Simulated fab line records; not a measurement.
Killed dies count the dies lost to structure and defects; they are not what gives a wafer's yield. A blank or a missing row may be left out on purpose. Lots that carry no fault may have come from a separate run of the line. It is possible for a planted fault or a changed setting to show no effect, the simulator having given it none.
A struck lot beside a sound one	flow gf180mcu	17 out of 602 route steps
Sound: wafers L722.1, L722.5, L722.6. Struck: wafers L735.2, L735.5. The cause is given at the end.
At each step with rows: each side's tool, then ch and its chambers, then its first start. Under that, the readings that differ: sound wafers	struck wafers	difference of the means	sigmas: that difference in standard deviations of wafers without a fault.
alike: a reading whose means differ by less than 2 such deviations, as well as words and numbers matching on both sides. not compared: withheld readings; readings where some wafer has no value; bounds like >300 that might hide an equal value; numbers whose values overlap and for which the record gives no deviation.
Wherever a step has rows on one side only, a row that says differs or no value, or a row with sigmas, the two part there. Numbers that don't overlap but have no deviation are shown without sigmas and don't part them. A reading that every wafer of one side lacks parts them only if that side has two wafers or more.

first, 3 steps without rows for these wafers: GF_V1_EXPOSE_11 (exposes mask Via1, target cd 260 nm); GF_V1_PEB_12 (peb time 90 s); GF_V1_DEVELOP_13 (develop time 60 s).
GF_V1_CD_MEAS_14: the cd target is 260 nm.
  struck on cd sem-01, day 24 21:52; sound on cd sem-02, day 20 12:54
  alike: cd nm
GF_V1_OVL_MEAS_15:
  struck on overlay-01, day 24 21:59; sound on overlay-01, day 20 13:01
  alike: V1_OVL
GF_V1_ETCH_16: etches BARC in N2/H2.
  sound on rie diel-03 ch 0,1,3, day 20 13:04; struck on rie diel-03 ch 2, day 24 22:01
  alike: drypump motor current A, h2 flow sccm, oes product au, throttle valve pct
GF_V1_ETCH_17: etches SiO2 in C4F8/O2/Ar, stops on TiN, target depth 630 nm.
  sound: rie diel-03 ch 0,1,3; struck: rie diel-03 ch 2
  alike: oes product au
GF_V1_STRIP_18: strips in O2/N2.
  sound on plasma asher-01 ch 0,1, day 20 13:11; struck on plasma asher-03 ch 1, day 24 22:08
  alike: drypump motor current A, heater power w, oes product au
  not compared: rf hours counter h
then, 2 steps without rows for these wafers: GF_V1_STRIP_19 (strips in post etch residue remover, time 1200 s); GF_V1_CLEAN_20 (cleans in DIW).
GF_V1_SPUTTER_21: material Ti, target thk 15 nm, time 80.02 s.
  struck on pvd sputter-02, day 24 22:40; sound on pvd sputter-02, day 20 13:43
  alike: cathode dc power W, throttle valve pct
GF_V1_SPUTTER_22: material TiN, target thk 10 nm, time 40 s.
  struck on pvd sputter-02, day 24 22:44; sound on pvd sputter-02, day 20 13:47
  alike: cathode dc power W, throttle valve pct
GF_V1_CVD_23: deposits W, target thk 350 nm, time 105.05 s.
  sound on cvd w-01 ch 0,1, day 20 13:49; struck on cvd w-01 ch 0,1, day 24 22:46
reading	sound	struck	difference	sigmas
model.W_of_V1_CVD_23.thk nm (nm)	359.6 349.2 357.5	488.4 472.4	+125.0	
  alike: chamber pressure Torr, heater power w
GF_V1_RS_MEAS_24: uses a four-point probe to measure.
  struck on film metro-02, day 24 23:11; sound on film metro-03, day 20 13:56
reading	sound	struck	difference	sigmas
V1_W_RS (ohm/sq)	0.318 0.328 0.320	0.234 0.242	-0.084	-14
  not compared: hold
GF_V1_THK_MEAS_25: measures by xrf.
  struck on film metro-02, day 25 02:11; sound on film metro-03, day 20 14:03
reading	sound	struck	difference	sigmas
V1_W_THK (nm)	360 349 354	463 447	+101	+10
  not compared: hold
GF_V1_CMP_26: polishes, stops on SiO2, t overpolish 15 s, target thk 0 nm.
  sound on cmp-02 ch 0,1,3, day 20 14:16; struck on cmp-01 ch 0, day 25 14:30
reading	sound	struck	difference	sigmas
hold	- - -	await dispo/3.2h/release await dispo/3.2h/release	no value on the sound wafers	
time to endpoint s (s)	89 88 84	114 110	+25	+6
  alike: motor current A
then, 1 step without rows for these wafers: GF_M2_SPUTTER_00 (material Ti, target thk 37.5 nm, time 150 s).

WHERE THEY PART
At GF_V1_RS_MEAS_24 first; at GF_V1_CMP_26 last (within this record only).

WHY: whatever the simulator had introduced
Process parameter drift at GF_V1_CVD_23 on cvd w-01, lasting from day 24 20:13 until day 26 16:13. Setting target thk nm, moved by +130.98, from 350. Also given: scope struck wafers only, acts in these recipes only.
